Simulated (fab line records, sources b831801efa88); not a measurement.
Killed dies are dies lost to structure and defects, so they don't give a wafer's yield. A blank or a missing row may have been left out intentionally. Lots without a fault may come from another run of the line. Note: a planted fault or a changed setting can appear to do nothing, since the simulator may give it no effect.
fab line records	flow sky130	part 2 of 2: steps 30 to 39 of 39
[record] lots = 5	wafers = 15	last_day = 49
route steps=708 shown METAL1@447 VIA1@458 METAL2@483
lots untouched by any fault: they come from a run of this same line in which no faults occurred
start_h: hours from the record's first day to the start of the lot's first wafer shown	wait_h: hours elapsed since this lot's preceding step	" as in the row above	L1.1+2: one row covering several wafers at once	- value missing, or start not given	* or withheld: withheld	< > ~ a bound
route shown NAME@n: NAME is a module with steps in the file, n the number in the route of the first one	usual: average and standard deviation across the fault-free wafers	same: alike in all rows	chamber/n: place in a boat	sites: each site's reading	_std_site: their standard deviation	_edge_site: inner sites' mean taken away from outer sites' mean	radius_mm: for every site, how far away it sits from the centre of the wafer	mask NAME#n: copy n	behind: the tool/chamber that last shaped the wafer	hold: the reason the lot was held/the length of the hold in hours/how it ended	device: the n, p or np transistor that did not switch	end of line: at the end of the route, the tests of the same wafers	a step with no rows: only its recipe	killed: dies lost to structure and defects at the first sort, not the wafer's yield	map: dies across one wafer; x = killed, . = not, _ = none there
set.NAME: the setting the step ran with; set.NAME@STEP: the setting that earlier step ran with	model.NAME: the simulator's own value behind a step, which no gauge read
lots at some steps of the route; a table a step, a row a wafer
services: the hour from which a tool's chamber was out of use, counted from the record's first day as start_h (under 0 if before that day), plus the number of hours and why
[[steps]]
[step SKY_VIA1_CLEAN_18]
[recipe] chemistry = IPA	time_s = 180	temp_c = 25
lot.wafer	tool	chamber	start_h	wait_h
L074.1+4+5	wet_bench-01	0	789.82	0.0
L078.3+4+6	wet_bench-01	3	832.15	0.0
L083.2+4+6	wet_bench-04	3	897.49	0.0
L089.3+5+6	wet_bench-01	3	898.60	0.0
L090.1+3+5	wet_bench-01	1	913.00	0.0
[step SKY_VIA1_CLEAN_19]
[recipe] chemistry = O3/DIW	dry = n2_spin
lot.wafer	tool	chamber	start_h	wait_h
L074.1+4+5	wet_bench-03	1	789.88	0.0
L078.3+4+6	wet_bench-04	1	832.21	0.0
L083.2+4+6	wet_bench-04	0	897.55	0.0
L089.3+5+6	wet_bench-04	3	898.67	0.0
L090.1+3+5	wet_bench-03	2	913.06	0.0
[step SKY_VIA1_SPUTTER_20]
[recipe] material = TiN	target_thk_nm = 20	chamber_pressure_pa = 5	power_w = 4000	time_s = 80
[usual] throttle_valve_pct = 30.1/1.1
lot.wafer	tool	chamber	start_h	wait_h	throttle_valve_pct
L074.1	pvd_sputter-01	-	790.06	0.0	29.5
L074.4	"	-	"	"	29.8
L074.5	"	-	"	"	29.5
L078.3	pvd_sputter-01	-	832.31	0.0	31.7
L078.4	"	-	"	"	29.9
L078.6	"	-	"	"	31.9
L083.2	pvd_sputter-01	-	897.64	0.0	29.7
L083.4	"	-	"	"	29.8
L083.6	"	-	"	"	29.6
L089.3	pvd_sputter-02	-	898.77	0.0	29.0
L089.5	"	-	"	"	29.5
L089.6	"	-	"	"	29.3
L090.1	pvd_sputter-03	-	913.15	0.0	29.1
L090.3	"	-	"	"	31.0
L090.5	"	-	"	"	30.8
[step SKY_VIA1_CVD_21]
[recipe] material = W	target_thk_nm = 270	time_s = 80.902	temp_c = 400	pressure_torr = 40
[usual] heater_power_w = 830/53	susceptor_temp_C = 399.99/0.2
lot.wafer	tool	chamber	start_h	wait_h	heater_power_w	susceptor_temp_C
L074.1	cvd_w-02	0	790.12	0.0	837	399.84
L074.4	"	1	"	"	782	400.02
L074.5	"	1	"	"	798	400.07
L078.3	cvd_w-01	1	832.40	0.1	926	400.11
L078.4	"	0	"	"	792	400.56
L078.6	"	0	"	"	787	399.94
L083.2	cvd_w-02	0	897.70	0.0	859	399.92
L083.4	"	0	"	"	853	399.99
L083.6	"	1	"	"	782	399.84
L089.3	cvd_w-01	0	898.86	0.1	780	399.76
L089.5	"	0	"	"	779	399.92
L089.6	"	1	"	"	918	400.08
L090.1	cvd_w-02	0	913.21	0.0	841	400.02
L090.3	"	1	"	"	800	399.96
L090.5	"	1	"	"	801	400.17
[step SKY_VIA1_RS_MEAS_22]
[recipe] thk_meas_gauge = four-point-probe	reads = W_of_VIA1_CVD_21+TiN_of_VIA1_SPUTTER_20
[usual] VIA1_W_RS = 0.428/0.0053
lot.wafer	tool	chamber	start_h	wait_h	VIA1_W_RS[ohm/sq]
L074.1	film_metro-04	-	790.22	0.1	0.438
L074.4	"	-	"	"	0.436
L074.5	"	-	"	"	0.441
L078.3	film_metro-04	-	832.51	0.1	0.425
L078.4	"	-	"	"	0.425
L078.6	"	-	"	"	0.421
L083.2	film_metro-03	-	897.81	0.1	0.430
L083.4	"	-	"	"	0.424
L083.6	"	-	"	"	0.428
L089.3	film_metro-01	-	898.96	0.1	0.420
L089.5	"	-	"	"	0.428
L089.6	"	-	"	"	0.425
L090.1	film_metro-01	-	913.31	0.1	0.431
L090.3	"	-	"	"	0.431
L090.5	"	-	"	"	0.435
[step SKY_VIA1_THK_MEAS_23]
[recipe] thk_meas_gauge = xrf	reads = W_of_VIA1_CVD_21
[usual] VIA1_W_THK = 266/3.5
lot.wafer	tool	chamber	start_h	wait_h	VIA1_W_THK[nm]
L074.1	film_metro-04	-	790.34	0.1	260
L074.4	"	-	"	"	261
L074.5	"	-	"	"	257
L078.3	film_metro-04	-	832.61	0.1	270
L078.4	"	-	"	"	270
L078.6	"	-	"	"	272
L083.2	film_metro-03	-	897.92	0.1	265
L083.4	"	-	"	"	269
L083.6	"	-	"	"	265
L089.3	film_metro-01	-	899.06	0.1	274
L089.5	"	-	"	"	267
L089.6	"	-	"	"	270
L090.1	film_metro-01	-	913.43	0.1	267
L090.3	"	-	"	"	266
L090.5	"	-	"	"	263
[step SKY_VIA1_CMP_24]
[recipe] stop_on = SiO2	t_overpolish_s = 15	down_force_psi = 3.5	platen_rpm = 60	target_thk_nm = 0	pad_velocity_m_s = 0.94248
[usual] motor_current_A = 10.6/0.67	overpolish_run_s = 15.000/0.0086	slurry_flow_ml_min = 150.0/0.48	time_to_endpoint_s = 64.7/2.9
lot.wafer	tool	chamber	start_h	wait_h	motor_current_A	overpolish_run_s	slurry_flow_ml_min	time_to_endpoint_s
L074.4	cmp-01	0	790.45	0.1	10.8	14.995	150.5	62.9
L074.1	"	1	"	"	12.2	14.998	150.8	68.3
L074.5	"	3	"	"	10.8	15.015	150.0	63.3
L078.3	cmp-02	1	832.91	0.3	10.5	15.002	150.2	63.3
L078.4	"	2	"	"	10.0	15.003	149.8	63.2
L078.6	"	0	"	"	10.6	14.983	150.3	60.3
L083.2	cmp-01	0	897.97	0.0	10.3	15.006	150.3	66.6
L083.4	"	2	"	"	10.1	15.016	148.6	67.8
L083.6	"	0	"	"	11.1	14.986	150.1	65.6
L089.3	cmp-01	1	899.15	0.1	12.2	14.985	149.9	66.4
L089.6	"	0	"	"	10.5	14.996	149.6	62.5
L089.5	"	1	"	"	11.0	15.011	149.6	66.9
L090.1	cmp-01	2	913.49	0.1	9.6	14.997	149.7	62.5
L090.3	"	1	"	"	11.3	15.000	149.8	65.7
L090.5	"	2	"	"	10.2	15.005	150.1	63.6
[step SKY_METAL2_SPUTTER_00]
[recipe] material = Ti	target_thk_nm = 15	power_w = 3000	time_s = 10	chamber_pressure_pa = 0.4
[usual] throttle_valve_pct = 30.1/1
lot.wafer	tool	chamber	start_h	wait_h	throttle_valve_pct
L074.1	pvd_sputter-02	-	790.70	0.1	29.4
L074.4	"	-	"	"	28.1
L074.5	"	-	"	"	28.9
L078.3	pvd_sputter-03	-	833.11	0.1	29.2
L078.4	"	-	"	"	29.1
L078.6	"	-	"	"	30.8
L083.2	pvd_sputter-02	-	898.27	0.2	29.5
L083.4	"	-	"	"	28.2
L083.6	"	-	"	"	29.3
L089.3	pvd_sputter-03	-	899.40	0.2	29.5
L089.5	"	-	"	"	29.5
L089.6	"	-	"	"	31.7
L090.1	pvd_sputter-04	-	913.79	0.2	31.0
L090.3	"	-	"	"	31.4
L090.5	"	-	"	"	29.5
[step SKY_METAL2_SPUTTER_01]
[recipe] material = TiN	target_thk_nm = 20	power_w = 6500	time_s = 16.7	chamber_pressure_pa = 0.4
[usual] throttle_valve_pct = 30.1/1.1
lot.wafer	tool	chamber	start_h	wait_h	throttle_valve_pct
L074.1	pvd_sputter-02	-	790.72	0.0	29.3
L074.4	"	-	"	"	28.1
L074.5	"	-	"	"	28.8
L078.3	pvd_sputter-03	-	833.13	0.0	29.3
L078.4	"	-	"	"	29.2
L078.6	"	-	"	"	31.1
L083.2	pvd_sputter-02	-	898.30	0.0	29.3
L083.4	"	-	"	"	28.0
L083.6	"	-	"	"	29.4
L089.3	pvd_sputter-03	-	899.42	0.0	29.3
L089.5	"	-	"	"	29.1
L089.6	"	-	"	"	32.3
L090.1	pvd_sputter-04	-	913.81	0.0	31.0
L090.3	"	-	"	"	31.2
L090.5	"	-	"	"	29.7
[step SKY_METAL2_SPUTTER_02]
[recipe] material = AlCu	target_thk_nm = 250	power_w = 10600	time_s = 13.67	chamber_pressure_pa = 0.4
[usual] throttle_valve_pct = 30.1/1
lot.wafer	tool	chamber	start_h	wait_h	throttle_valve_pct
L074.1	pvd_sputter-02	-	790.75	0.0	29.3
L074.4	"	-	"	"	28.2
L074.5	"	-	"	"	28.9
L078.3	pvd_sputter-03	-	833.16	0.0	29.1
L078.4	"	-	"	"	29.3
L078.6	"	-	"	"	31.0
L083.2	pvd_sputter-02	-	898.32	0.0	29.3
L083.4	"	-	"	"	28.4
L083.6	"	-	"	"	29.2
L089.3	pvd_sputter-03	-	899.45	0.0	29.3
L089.5	"	-	"	"	29.3
L089.6	"	-	"	"	32.2
L090.1	pvd_sputter-04	-	913.83	0.0	30.9
L090.3	"	-	"	"	31.3
L090.5	"	-	"	"	29.7
[[services]]
tool	chamber	start_h	hours	kind
cmp-01	-	744.06	4.0	pm
rie_diel-01	2	770.39	16.4	repair
wet_bench-01	-	777.23	1.9	pm
cmp-01	-	778.52	1.0	repair
cmp-01	-	784.29	2.1	repair
rie_diel-04	0	795.33	1.7	repair
cmp-01	-	803.91	3.7	repair
cmp-02	-	805.37	0.3	repair
rie_diel-01	3	812.25	5.1	repair
cmp-01	-	825.16	14.5	repair
cmp-01	-	825.52	4.3	repair
pvd_sputter-03	-	827.79	2.2	repair
pvd_sputter-02	-	846.81	3.5	repair
rie_metal-03	-	850.76	2.8	pm
cmp-01	-	867.25	2.5	repair
cmp-02	-	879.76	5.4	pm
pvd_sputter-03	-	884.65	4.8	repair
rie_diel-04	-	885.99	0.4	repair
rie_metal-01	0	889.13	12.9	repair
cmp-02	-	893.88	2.5	repair
cmp-02	-	906.78	0.3	repair
rie_metal-03	0	909.41	6.1	repair
rie_metal-01	-	909.82	2.8	pm
cmp-02	-	912.17	4.0	pm
